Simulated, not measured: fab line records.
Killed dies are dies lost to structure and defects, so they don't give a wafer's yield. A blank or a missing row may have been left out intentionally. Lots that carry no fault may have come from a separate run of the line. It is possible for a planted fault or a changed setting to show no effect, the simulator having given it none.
2 desks, one fault :: flow gf180mcu :: each desk holds nothing but its own numbers, with what lay behind them at the end

## TOOL OWNER'S DESK, lithoTrack-04
The tool's own readings at GF_SAB_DEVELOP_08 (develop time 60 s): means of the sampled wafers that have a number, for each lot that ran on this tool. Marked OUT: a lot whose mean sits more than 4 standard deviations from the usual mean, which makes it out of limits; the brackets give that distance.
Columns: A = developerTempC at GF_SAB_DEVELOP_08, usual 23.00 C; B = resistLineTempC at GF_SAB_DEVELOP_08, usual 22.97 C
lot: L445
first seen here: day 16 16:42
A: 23.11
B: 22.99

lot: L449
first seen here: day 18 00:29
A: 22.98
B: 23.04

lot: L453
first seen here: day 19 12:08
A: 22.87
B: 22.96

lot: L454
first seen here: day 19 19:00
A: 20.64 (-21) OUT
B: 23.01

lot: L455
first seen here: day 20 04:03
A: 20.87 (-19) OUT
B: 22.98
This desk finds L454, L455 out of limits, L454 being first, at day 19 19:00 (developerTempC at GF_SAB_DEVELOP_08). In limits: L445, L449, L453.

## THE METROLOGY DESK
Lot by lot, what the gauges showed, no matter which tool ran the lot: averages of those sampled wafers that carry a number. Marked OUT: a lot whose mean sits more than 4 standard deviations from the usual mean, which makes it out of limits; the brackets give that distance.
Columns: A = HV_LDD_OVL at GF_HV_LDD_OVL_MEAS_08, usual -0.3 nm; B = cdNm at GF_PSD_CD_MEAS_07, usual 399.5 nm; C = PSD_OVL at GF_PSD_OVL_MEAS_08, usual -0.7 nm; D = cdNm at GF_SAB_CD_MEAS_09, usual 419.7 nm
lot: L441
first seen here: day 9 20:58
A: -2.2
B: 397.9
C: -2.3
D: 419.2

lot: L442
first seen here: day 10 11:36
A: 0.9
B: 394.1
C: -1.1
D: 418.1

lot: L443
first seen here: day 10 17:10
A: -1.5
B: 397.3
C: 1.3
D: 420.0

lot: L445
first seen here: day 11 07:41
A: -0.8
B: 396.8
C: -2.5
D: 419.8

lot: L449
first seen here: day 12 10:55
A: 2.7
B: 398.7
C: -0.6
D: 415.6

lot: L453
first seen here: day 13 16:24
A: 0.2
B: 401.5
C: -1.4
D: 422.1

lot: L454
first seen here: day 13 23:28
A: -1.0
B: 399.9
C: -0.6
D: 412.8

lot: L455
first seen here: day 14 07:01
A: -0.9
B: 399.6
C: 0.3
D: 408.8 (-5.0) OUT

lot: L456
first seen here: day 14 13:43
A: -0.1
B: 400.9
C: -1.1
D: 421.4

lot: L458
first seen here: day 15 07:29
A: -0.3
B: 400.0
C: -0.2
D: 419.9

lot: L459
first seen here: day 15 17:49
A: -0.7
B: 399.0
C: -2.3
D: 420.4

lot: L461
first seen here: day 16 06:10
A: -1.9
B: 397.5
C: -0.7
D: 418.1

lot: L463
first seen here: day 16 16:08
A: 0.2
B: 398.8
C: -2.6
D: 419.6

lot: L464
first seen here: day 17 04:09
A: -0.7
B: 402.6
C: -2.0
D: 418.5
This desk finds L455 out of limits, L455 being first, at day 20 04:11 (cdNm at GF_SAB_CD_MEAS_09). In limits: L441, L442, L443, L445, L449, L453, L454, L456, L458, L459, L461, L463, L464.

## BROUGHT TOGETHER
The tool owner's desk could have raised an alarm at day 19 19:00, on L454, L455.
L455 would have let the metrology desk raise an alarm at day 20 04:11.
The metrology desk holds a record of L454, inside its limits.
All the named lots went through GF_SAB_DEVELOP_08 on lithoTrack-04.

## WHAT HAD BEEN PUT IN BY THE SIMULATOR
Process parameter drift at GF_SAB_DEVELOP_08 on lithoTrack-04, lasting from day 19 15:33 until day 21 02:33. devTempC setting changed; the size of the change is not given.
Shown lots that were struck: L454, L455.
Hours from the fault's start to each desk's first reading out of limits: the tool owner's desk, 3; the metrology desk, 13.
